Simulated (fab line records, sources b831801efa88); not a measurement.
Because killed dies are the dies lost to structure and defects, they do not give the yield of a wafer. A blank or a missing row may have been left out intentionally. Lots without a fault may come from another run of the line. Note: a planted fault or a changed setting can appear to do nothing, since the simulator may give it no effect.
2 desks looking at one fault + flow gf180mcu + each desk holds nothing but its own numbers, with what lay behind them at the end

AT THE METROLOGY DESK
What the gauges read for every lot (on any tool): the sampled wafers with a number, averaged. A lot is out of limits, marked OUT, if its mean lies more than 4 standard deviations from the usual mean; the brackets give that distance.
Columns: A = V5_CVD_00_THK at GF_V5_THK_MEAS_01, usual 300 nm; B = V5_CVD_02_THK at GF_V5_THK_MEAS_03, usual 1445 nm
| lot  | first seen here | A             | B    |
|------|-----------------|---------------|------|
| L327 | day 26 09:25    | 304           | 1443 |
| L328 | day 26 20:55    | 297           | 1455 |
| L329 | day 27 06:17    | 302           | 1471 |
| L331 | day 27 13:20    | 297           | 1443 |
| L333 | day 28 09:12    | 300           | 1436 |
| L334 | day 28 14:39    | 302           | 1442 |
| L335 | day 28 21:23    | 303           | 1415 |
| L337 | day 29 17:14    | 301           | 1428 |
| L338 | day 29 22:37    | 302           | 1437 |
| L340 | day 30 08:04    | 251 (-15) OUT | 1451 |
| L341 | day 30 15:57    | 254 (-13) OUT | 1427 |
| L347 | day 32 07:01    | 293           | 1428 |
This desk finds L340, L341 out of limits, with the earliest case on L340 at day 30 08:04 (V5_CVD_00_THK at GF_V5_THK_MEAS_01). In limits: L327, L328, L329, L331, L333, L334, L335, L337, L338, L347.

THE TOOL OWNER'S DESK: hdpcvd-02
The tool's own readings at GF_V5_CVD_00 (deposits SiO2, target thk 300 nm, time 50 s): means of the sampled wafers that have a number, for each lot that ran on this tool. A lot is out of limits, marked OUT, if its mean lies more than 4 standard deviations from the usual mean; the brackets give that distance.
Columns: A = sih4 flow sccm at GF_V5_CVD_00, usual 60.00 sccm
| lot  | first seen here | A               |
|------|-----------------|-----------------|
| L327 | day 26 09:22    | 60.03           |
| L334 | day 28 14:35    | 60.05           |
| L337 | day 29 17:10    | 59.87           |
| L340 | day 30 08:01    | 50.98 (-56) OUT |
| L341 | day 30 15:53    | 50.82 (-57) OUT |
This desk's verdict: out of limits on L340, L341, starting with L340 at day 30 08:01 (sih4 flow sccm at GF_V5_CVD_00). In limits: L327, L334, L337.

TAKEN TOGETHER
On L340, L341, at day 30 08:01, an alarm was possible from the tool owner's desk.
L340, L341 would have let the metrology desk raise an alarm at day 30 08:04.
All the named lots went through GF_V5_CVD_00 on hdpcvd-02.

WHAT THE SIMULATOR HAD INSERTED
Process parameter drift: hdpcvd-02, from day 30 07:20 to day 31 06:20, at GF_V5_CVD_00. From 60, the setting sih4 flow sccm moved by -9. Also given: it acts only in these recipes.
Shown lots that were struck: L340, L341.
Fault start to first reading out of limits, in hours, per desk: tool owner, 1; metrology, 1.
